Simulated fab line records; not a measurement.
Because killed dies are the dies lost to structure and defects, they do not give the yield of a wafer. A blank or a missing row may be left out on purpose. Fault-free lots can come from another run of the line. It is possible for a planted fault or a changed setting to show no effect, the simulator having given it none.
Lot-split experiment || flow sky130 || 23 wafers read across 5 lots, on a route 708 steps long

== ON THE SPLIT ==
At SKY_METAL2_SPUTTER_00 (material Ti, target thk 15 nm, time 10 s), the setting time-s was moved away from the recipe's 10 s on 5 of the 23 wafers read, by +10.6% to +14.5%. The other wafers ran this setting at the recipe's value.

Reading taken at the split's own step.

== THE READING ==
Ti_of_METAL2_SPUTTER_00.thk-nm (the simulator's own value, which no gauge read), in nm, at SKY_METAL2_SPUTTER_00 (material Ti, target thk 15 nm, time 10 s). There is no usual value for it anywhere in the file. The 18 wafers here that ran the recipe average 14.91 nm, standard deviation 0.15 nm.

{"wafer": "L074.1", "tool, chamber at the split": "pvd-sputter-03, -", "time-s as run, s": 10, "against the recipe": "recipe", "Ti_of_METAL2_SPUTTER_00.thk-nm, nm": 14.87, "against lot-mates on the recipe": "-"}
{"wafer": "L074.5", "tool, chamber at the split": "pvd-sputter-03, -", "time-s as run, s": 10, "against the recipe": "recipe", "Ti_of_METAL2_SPUTTER_00.thk-nm, nm": 14.87, "against lot-mates on the recipe": "-"}
{"wafer": "L074.2", "tool, chamber at the split": "pvd-sputter-03, -", "time-s as run, s": 10, "against the recipe": "recipe", "Ti_of_METAL2_SPUTTER_00.thk-nm, nm": 14.86, "against lot-mates on the recipe": "-"}
{"wafer": "L074.3", "tool, chamber at the split": "pvd-sputter-03, -", "time-s as run, s": 10, "against the recipe": "recipe", "Ti_of_METAL2_SPUTTER_00.thk-nm, nm": 14.97, "against lot-mates on the recipe": "-"}
{"wafer": "L074.4", "tool, chamber at the split": "pvd-sputter-03, -", "time-s as run, s": 10, "against the recipe": "recipe", "Ti_of_METAL2_SPUTTER_00.thk-nm, nm": 14.88, "against lot-mates on the recipe": "-"}
{"wafer": "L075.1", "tool, chamber at the split": "pvd-sputter-04, -", "time-s as run, s": 10, "against the recipe": "recipe", "Ti_of_METAL2_SPUTTER_00.thk-nm, nm": 14.89, "against lot-mates on the recipe": "-"}
{"wafer": "L075.4", "tool, chamber at the split": "pvd-sputter-04, -", "time-s as run, s": 10, "against the recipe": "recipe", "Ti_of_METAL2_SPUTTER_00.thk-nm, nm": 14.73, "against lot-mates on the recipe": "-"}
{"wafer": "L075.5", "tool, chamber at the split": "pvd-sputter-04, -", "time-s as run, s": 10, "against the recipe": "recipe", "Ti_of_METAL2_SPUTTER_00.thk-nm, nm": 14.56, "against lot-mates on the recipe": "-"}
{"wafer": "L077.1", "tool, chamber at the split": "pvd-sputter-03, -", "time-s as run, s": 10, "against the recipe": "recipe", "Ti_of_METAL2_SPUTTER_00.thk-nm, nm": 14.91, "against lot-mates on the recipe": "-"}
{"wafer": "L077.2", "tool, chamber at the split": "pvd-sputter-03, -", "time-s as run, s": 10, "against the recipe": "recipe", "Ti_of_METAL2_SPUTTER_00.thk-nm, nm": 15.17, "against lot-mates on the recipe": "-"}
{"wafer": "L077.4", "tool, chamber at the split": "pvd-sputter-03, -", "time-s as run, s": 10, "against the recipe": "recipe", "Ti_of_METAL2_SPUTTER_00.thk-nm, nm": 14.98, "against lot-mates on the recipe": "-"}
{"wafer": "L077.5", "tool, chamber at the split": "pvd-sputter-03, -", "time-s as run, s": 10, "against the recipe": "recipe", "Ti_of_METAL2_SPUTTER_00.thk-nm, nm": 14.86, "against lot-mates on the recipe": "-"}
{"wafer": "L077.6", "tool, chamber at the split": "pvd-sputter-03, -", "time-s as run, s": 10, "against the recipe": "recipe", "Ti_of_METAL2_SPUTTER_00.thk-nm, nm": 15.06, "against lot-mates on the recipe": "-"}
{"wafer": "L080.2", "tool, chamber at the split": "pvd-sputter-04, -", "time-s as run, s": 11.06, "against the recipe": "+10.6%", "Ti_of_METAL2_SPUTTER_00.thk-nm, nm": 16.88, "against lot-mates on the recipe": "+1.85"}
{"wafer": "L080.3", "tool, chamber at the split": "pvd-sputter-04, -", "time-s as run, s": 10, "against the recipe": "recipe", "Ti_of_METAL2_SPUTTER_00.thk-nm, nm": 14.86, "against lot-mates on the recipe": "-"}
{"wafer": "L080.4", "tool, chamber at the split": "pvd-sputter-04, -", "time-s as run, s": 11.06, "against the recipe": "+10.6%", "Ti_of_METAL2_SPUTTER_00.thk-nm, nm": 16.8, "against lot-mates on the recipe": "+1.77"}
{"wafer": "L080.5", "tool, chamber at the split": "pvd-sputter-04, -", "time-s as run, s": 10, "against the recipe": "recipe", "Ti_of_METAL2_SPUTTER_00.thk-nm, nm": 15.2, "against lot-mates on the recipe": "-"}
{"wafer": "L080.6", "tool, chamber at the split": "pvd-sputter-04, -", "time-s as run, s": 11.06, "against the recipe": "+10.6%", "Ti_of_METAL2_SPUTTER_00.thk-nm, nm": 16.46, "against lot-mates on the recipe": "+1.43"}
{"wafer": "L084.1", "tool, chamber at the split": "pvd-sputter-02, -", "time-s as run, s": 11.45, "against the recipe": "+14.5%", "Ti_of_METAL2_SPUTTER_00.thk-nm, nm": 17.33, "against lot-mates on the recipe": "+2.46"}
{"wafer": "L084.2", "tool, chamber at the split": "pvd-sputter-02, -", "time-s as run, s": 11.45, "against the recipe": "+14.5%", "Ti_of_METAL2_SPUTTER_00.thk-nm, nm": 17.23, "against lot-mates on the recipe": "+2.36"}
{"wafer": "L084.3", "tool, chamber at the split": "pvd-sputter-02, -", "time-s as run, s": 10, "against the recipe": "recipe", "Ti_of_METAL2_SPUTTER_00.thk-nm, nm": 14.72, "against lot-mates on the recipe": "-"}
{"wafer": "L084.5", "tool, chamber at the split": "pvd-sputter-02, -", "time-s as run, s": 10, "against the recipe": "recipe", "Ti_of_METAL2_SPUTTER_00.thk-nm, nm": 14.86, "against lot-mates on the recipe": "-"}
{"wafer": "L084.6", "tool, chamber at the split": "pvd-sputter-02, -", "time-s as run, s": 10, "against the recipe": "recipe", "Ti_of_METAL2_SPUTTER_00.thk-nm, nm": 15.04, "against lot-mates on the recipe": "-"}

THE FIT
A straight line over all 23 wafers: Ti_of_METAL2_SPUTTER_00.thk-nm changes by +0.167 nm for each +1% of time-s; r = +0.98; the points scatter about the line by 0.16 nm.
The same after taking each lot's own level away (the mean of its wafers on the recipe; 23 wafers): +0.163 nm for each +1%; r = +0.99; scatter 0.13 nm.
Per that fit: largest time-s move, reading shift of 2.4 nm.
Measured against the standard deviation above, the lots' own levels, which go from 14.727 to 15.030 nm, span 2.0 times it.
Hence the lot-to-lot level has little effect on the slope; both slopes agree.
Check: for one of the wafers moved furthest among these (+14.5%), held out of the fit, the line's prediction against its lot-mates is +2.32 nm. It came out at +2.46 nm against them.

== FURTHER SPLITS ON THESE WAFERS ==
Note: prior to the reading, these wafers also went through further splits. Each is held against what the fit with the lots' levels taken away leaves over:
{"other split on the same wafers": "SKY_CONTACT_HDPCVD_02 sih4-flow-sccm", "wafers away from the commonest value": 10, "r with Ti_of_METAL2_SPUTTER_00.thk-nm (lot level and that fit taken away)": "+0.24"}
{"other split on the same wafers": "SKY_METAL1_SPUTTER_01 power-w", "wafers away from the commonest value": 8, "r with Ti_of_METAL2_SPUTTER_00.thk-nm (lot level and that fit taken away)": -0.28}
{"other split on the same wafers": "SKY_METAL1_SPUTTER_02 power-w", "wafers away from the commonest value": 4, "r with Ti_of_METAL2_SPUTTER_00.thk-nm (lot level and that fit taken away)": -0.15}
{"other split on the same wafers": "SKY_METAL1_METAL_ETCH_19 over-etch-frac", "wafers away from the commonest value": 7, "r with Ti_of_METAL2_SPUTTER_00.thk-nm (lot level and that fit taken away)": -0.04}

== FILE'S OWN FIT ==
Ti_of_METAL2_SPUTTER_00.thk-nm changes by +0.164 nm for each +1% of time-s, r = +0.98.
